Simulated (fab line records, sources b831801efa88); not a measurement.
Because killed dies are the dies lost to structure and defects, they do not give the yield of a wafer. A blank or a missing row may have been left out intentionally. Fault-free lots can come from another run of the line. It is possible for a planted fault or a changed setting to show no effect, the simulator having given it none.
Matching of chambers | flow gf180mcu | GF_STI_ETCH_14 on rie si-01: 4 sister chambers
The step etches Si in HBr/Cl2/O2, target depth 360 nm, time 102.9 s. 14 wafers are shown with their chamber, then 7 later ones without.

WAFERS PAIRED WITH THEIR CHAMBERS
wafer  | chamber | drypump motor current A (A) | run length s (s) | oes product au (a.u.)
L315.1 | 3       | 5.6                         | 131.4            | 0.999
L315.2 | 0       | 5.4                         | 130.8            | 1.003
L315.4 | 2       | 4.8                         | 131.7            | 1.008
L316.2 | 1       | 5.2                         | 130.9            | 0.991
L316.5 | 1       | 5.2                         | 130.7            | 0.990
L316.6 | 2       | 4.8                         | 131.5            | 0.998
L317.1 | 2       | 4.8                         | 131.6            | 0.997
L317.2 | 3       | 5.7                         | 130.9            | 1.005
L317.3 | 0       | 5.4                         | 131.0            | 1.003
L318.2 | 0       | 5.3                         | 130.9            | 1.005
L318.4 | 3       | 5.7                         | 131.0            | 1.006
L318.5 | 0       | 5.3                         | 131.0            | 0.997
L323.2 | 1       | 5.2                         | 130.4            | 0.992
L323.4 | 2       | 4.9                         | 132.1            | 1.000

SIGNATURES (averages over the wafers above)
reading                 | chamber 0 | chamber 1 | chamber 2 | chamber 3 | scatter within a chamber
drypump motor current A | 5.350     | 5.200     | 4.825     | 5.667     | 0.0492
run length s            | 130.925   | 130.667   | 131.725   | 131.100   | 0.224
oes product au          | 1.00200   | 0.99100   | 1.00075   | 1.00333   | 0.00376
Rule: distance of a wafer from a chamber = root of the sum over the readings of ((wafer's reading minus chamber's mean) / reading's scatter) squared. The wafer belongs to the nearest chamber; if the next one is less than 2 further off, it can't be placed. How the scatter is found: for the shown wafers, subtract from each reading the mean of its chamber, square and add these, divide the total by (wafers less chambers), then take the root.

WAFERS WITHOUT THEIR CHAMBER
wafer  | drypump motor current A (A) | run length s (s) | oes product au (a.u.)
L324.3 | 4.9                         | 131.6            | 1.005
L335.2 | 5.2                         | 130.6            | 0.984
L335.3 | 4.8                         | 131.7            | 1.008
L335.5 | 5.2                         | 130.5            | 0.989
L336.1 | 5.2                         | 130.6            | 0.992
L336.5 | 5.6                         | 131.3            | 1.011
L336.6 | 4.9                         | 131.8            | 1.011

WHICH CHAMBER EACH ONE RAN IN
wafer  | from the rows above | in truth
L324.3 | 2                   | 2
L335.2 | 1                   | 1
L335.3 | 2                   | 2
L335.5 | 1                   | 1
L336.1 | 1                   | 1
L336.5 | 3                   | 3
L336.6 | 2                   | 2
7 of 7 placed correctly. Not placeable from these rows: 0. Placed wrongly: 0.
